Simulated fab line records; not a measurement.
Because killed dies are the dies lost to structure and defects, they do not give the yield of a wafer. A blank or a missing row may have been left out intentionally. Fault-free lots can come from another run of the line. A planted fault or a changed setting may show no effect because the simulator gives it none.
Code-filled problem report in 8D (eight disciplines) form + flow gf180mcu + the parts of the form that need people (team, actions taken, sign-off) are left out

## 1. THE ISSUE
SAB_CVD_00_THK at GF_SAB_THK_MEAS_01 reads a mean of 80.3 nm on 1 wafer of 1 lot; wafers without a fault read 50.0 nm with a standard deviation of 0.55. Measured from the usual mean, that is +55 standard deviations.
Seen first at day 17 11:44 on film-metro-01, wafer L328.3. Wafers with a number at this step in the record: 39, from 13 lots. By rule, "out" or "out of limits" means more than 4 standard deviations away from the usual mean. All remaining wafers that have a number are taken as sound.

## 2. WHAT IT IS; WHAT IT IS NOT
| question                    | is                | is not                                                                                                               |
|-----------------------------|-------------------|----------------------------------------------------------------------------------------------------------------------|
| which readings at this step | SAB_CVD_00_THK    | -                                                                                                                    |
| which lots                  | L328              | L319, L320, L321, L333, L335, L336, L337, L338, L339, L340, L341, L342                                               |
| which wafers of those lots  | L328.3            | L328.2, L328.4                                                                                                       |
| read on which gauges        | film-metro-01     | film-metro-02, film-metro-04                                                                                         |
| when                        | from day 17 11:44 | up to then (11 sound wafers); but 27 sound wafers of L333, L335, L336, L337, L338, L339, L340, L341, L342 came after |

## 3. SUSPECTS, AND WHAT RULES EACH OUT
Counting: if a tool at a process step up to the reading ran every lot that is out, it stays a suspect. Sound lots after the first of them don't rule it out here, since some wafers of a struck lot are sound.
- the gauge at GF_SAB_THK_MEAS_01: kept. All the wafers that are out were read on film-metro-01, and no step on other tools shows them out.
- pecvd-01 at GF_SAB_CVD_00 (deposits SiO2 from TEOS, target thk 50 nm, time 4.9302 s): kept. It processed L328, the lot that is out, at day 17 11:42, and its most recent sound lot before then was L321 at day 14 20:47.
What counting leaves: pecvd-01 at GF_SAB_CVD_00 and film-metro-01 at GF_SAB_THK_MEAS_01.

## 4. THE CAUSE (what the simulator had put in)
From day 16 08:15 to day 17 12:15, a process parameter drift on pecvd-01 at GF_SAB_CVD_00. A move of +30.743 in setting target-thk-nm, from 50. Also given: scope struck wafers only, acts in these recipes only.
After counting, 2 suspects remain, this tool included.

## 5. THE CHAIN OF EFFECTS, in route order
Each row: a reading where the mean over the struck wafers with a number is more than 3 standard deviations away from the usual. Only readings for which the record gives a usual standard deviation are gone through. hours: the time from each lot's start at the first step in this table that gives one to its start at this step, as a median over the lots. sigmas: the change in usual standard deviations.
| hours | step               | reading        | usual   | on struck wafers | change | sigmas |
|-------|--------------------|----------------|---------|------------------|--------|--------|
| 0     | GF_SAB_THK_MEAS_01 | SAB_CVD_00_THK | 50.0 nm | 80.3             | +30.3  | +55    |

## 6. HOW IT WOULD HAVE BEEN CAUGHT EARLIER
In this record the first reading out of limits at a measuring or inspecting step was taken at day 17 11:44, 27 hours after the fault began at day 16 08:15.
No tool reading at GF_SAB_CVD_00 that has a usual standard deviation in the record was out on any struck wafer, so an alarm limit of 4 standard deviations on those readings would not have fired.
By day 17 11:44, every lot that is out (1) had started GF_SAB_CVD_00 on pecvd-01. Tool hold at that time: it would have spared none of them.
